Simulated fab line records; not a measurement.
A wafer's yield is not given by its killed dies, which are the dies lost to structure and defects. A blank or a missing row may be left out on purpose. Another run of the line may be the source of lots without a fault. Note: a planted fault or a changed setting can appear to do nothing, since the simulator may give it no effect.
Struck lot and sound lot, side by side | flow sky130 | 43 out of 708 route steps
Sound: the wafers L693.1, L693.3, L693.5. Struck: wafers L701.3, L701.5, L701.6. The cause is named last.
Per side, at each step with rows, come the tool, then ch with its chambers, and then its first start. Under that, the readings that differ: sound wafers | struck wafers | difference of the means | sigmas: that difference in standard deviations of wafers without a fault.
alike: readings with means less than 2 such deviations apart, plus words and numbers identical on both sides. not compared: withheld readings, readings lacking a value on some wafer, bounds such as >300 that could conceal the same value, and numbers that have no deviation in the record and whose values overlap.
The two part at a step that has a row with sigmas, a row that says differs or no value, or rows on one side only. Numbers that have no deviation but don't overlap get no sigmas and don't part them. A reading missing from all wafers of one side parts the sides only when that side holds two or more wafers.

first, 2 steps without rows for these wafers: SKY_DNWELL_DEVELOP_06 (develop time 60 s); SKY_DNWELL_IMPLANT_07.
SKY_DNWELL_STRIP_08: strips in O2/N2.
  sound on plasma-asher-02 ch 1, day 4 12:30; struck on plasma-asher-02 ch 0,1, day 6 03:06
  alike: drypump-motor-current-A, oes-product-au, strip-time-to-endpoint-s
  not compared: rf-hours-counter-h
SKY_DNWELL_TW_MEAS_09:
  struck on film-metro-03, day 6 03:11; sound on film-metro-03, day 4 12:36
  alike: DNWELL_TW
then, 7 steps without rows for these wafers: SKY_PWDE_DEHYDRATE_00 (time 60 s); SKY_PWDE_HMDS_01 (prime time 60 s); SKY_PWDE_COAT_02 (resist thk 3000 nm); SKY_PWDE_SOFTBAKE_03; SKY_PWDE_EXPOSE_04 (exposes mask PWDEM, target cd 840 nm); SKY_PWDE_PEB_05; SKY_PWDE_DEVELOP_06 (develop time 60 s).
SKY_PWDE_OVL_MEAS_07:
  struck on overlay-01, day 6 22:43; sound on overlay-01, day 5 06:07
  alike: PWDE_OVL
SKY_PWDE_IMPLANT_08:
  sound on implanter-03 ch 0, day 5 06:08; struck on implanter-03 ch 0, day 6 22:48
  reading            | sound                         | struck                       | difference | sigmas
  dose-ions-cm2      | 3.599e+12 3.597e+12 3.596e+12 | 4.786e+12 4.78e+12 4.781e+12 | +1.185e+12 | +99 or more
  faraday-current-uA | 19.8 20.3 20.3                | 26.9 26.9 27.1               | +6.8       | +16
SKY_PWDE_STRIP_09: strips in O2/N2.
  sound on plasma-asher-04 ch 0,1, day 5 06:17; struck on plasma-asher-04 ch 0,1, day 6 22:56
  alike: drypump-motor-current-A, oes-product-au, strip-time-to-endpoint-s
  not compared: rf-hours-counter-h
SKY_PWDE_TW_MEAS_10:
  struck on film-metro-01, day 6 23:14; sound on film-metro-03, day 5 06:23
  reading | sound       | struck      | difference | sigmas
  PWDE_TW | 377 377 375 | 406 408 408 | +31        | +10
  not compared: hold
then, 6 steps without rows for these wafers: SKY_NWELL_HMDS_04 (prime time 60 s); SKY_NWELL_COAT_05 (resist thk 3000 nm); SKY_NWELL_SOFTBAKE_06; SKY_NWELL_EXPOSE_07 (exposes mask NWM, target cd 840 nm); SKY_NWELL_PEB_08; SKY_NWELL_DEVELOP_09 (develop time 60 s).
SKY_NWELL_OVL_MEAS_10:
  struck on overlay-02, day 7 18:43; sound on overlay-01, day 6 00:21
  alike: NWELL_00_OVL
then, 3 steps without rows for these wafers: SKY_NWELL_IMPLANT_11; SKY_NWELL_IMPLANT_12; SKY_NWELL_IMPLANT_13.
SKY_NWELL_STRIP_14: strips in O2/N2.
  sound on plasma-asher-02 ch 0,1, day 6 00:50; struck on plasma-asher-01 ch 0,1, day 7 19:14
  alike: drypump-motor-current-A, oes-product-au, strip-time-to-endpoint-s
  not compared: rf-hours-counter-h
SKY_NWELL_TW_MEAS_15:
  struck on film-metro-01, day 7 19:19; sound on film-metro-03, day 6 00:56
  alike: NWELL_TW
then, 7 steps without rows for these wafers: SKY_NWELL_DEHYDRATE_16 (time 60 s); SKY_NWELL_HMDS_17 (prime time 60 s); SKY_NWELL_COAT_18 (resist thk 3000 nm); SKY_NWELL_SOFTBAKE_19; SKY_NWELL_EXPOSE_20 (exposes mask NWM COMPLEMENT, target cd 840 nm); SKY_NWELL_PEB_21; SKY_NWELL_DEVELOP_22 (develop time 60 s).
SKY_NWELL_OVL_MEAS_23:
  struck on overlay-02, day 8 15:50; sound on overlay-01, day 6 20:49
  reading           | sound          | struck      | difference | sigmas
  NWELL_01_OVL (nm) | -2.8 -1.1 -2.1 | 2.1 2.2 2.5 | +4.3       | +3
then, 1 step without rows for these wafers: SKY_NWELL_IMPLANT_24.
SKY_NWELL_STRIP_25: strips in O2/N2.
  sound on plasma-asher-02 ch 0,1, day 6 21:00; struck on plasma-asher-03 ch 0,1, day 8 16:03
  alike: drypump-motor-current-A, oes-product-au, strip-time-to-endpoint-s
  not compared: rf-hours-counter-h
SKY_NWELL_TW_MEAS_26:
  struck on film-metro-02, day 8 16:08; sound on film-metro-03, day 6 21:06
  alike: NWELL_2_TW
then, 1 step without rows for these wafers: SKY_NWELL_CLEAN_27 (cleans in SC1/SC2, time 150 s).
SKY_NWELL_RTA_28: time 30 s.
  sound on rtp-anneal-01 ch 0, day 6 21:13; struck on rtp-anneal-02 ch 0, day 8 16:16
  alike: lamp-power-pct, wafer_temp_C_max
SKY_NWELL_RS_MEAS_29: the measuring method here is four-point-probe.
  struck on film-metro-03, day 8 16:22; sound on film-metro-01, day 6 21:19
  alike: NWELL_RS
SKY_NWELL_RS_MEAS_31: the measuring method here is four-point-probe.
  struck on film-metro-03, day 8 16:54; sound on film-metro-01, day 6 21:33
  reading          | sound          | struck         | difference | sigmas
  PWDE_RS (ohm/sq) | 5277 5279 5290 | 4231 4235 4239 | -1047      | -75
  not compared: hold
SKY_PAD_OPEN_PROBE_99:
  the record has rows for the sound wafers here (prober-02, day 47 14:16) and none for the struck ones

== WHERE THEY PART ==
Earliest at SKY_PWDE_IMPLANT_08; latest, in this record, at SKY_PAD_OPEN_PROBE_99.

WHY: the cause the simulator had injected
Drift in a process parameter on implanter-03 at SKY_PWDE_IMPLANT_08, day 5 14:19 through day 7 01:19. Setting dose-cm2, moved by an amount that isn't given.
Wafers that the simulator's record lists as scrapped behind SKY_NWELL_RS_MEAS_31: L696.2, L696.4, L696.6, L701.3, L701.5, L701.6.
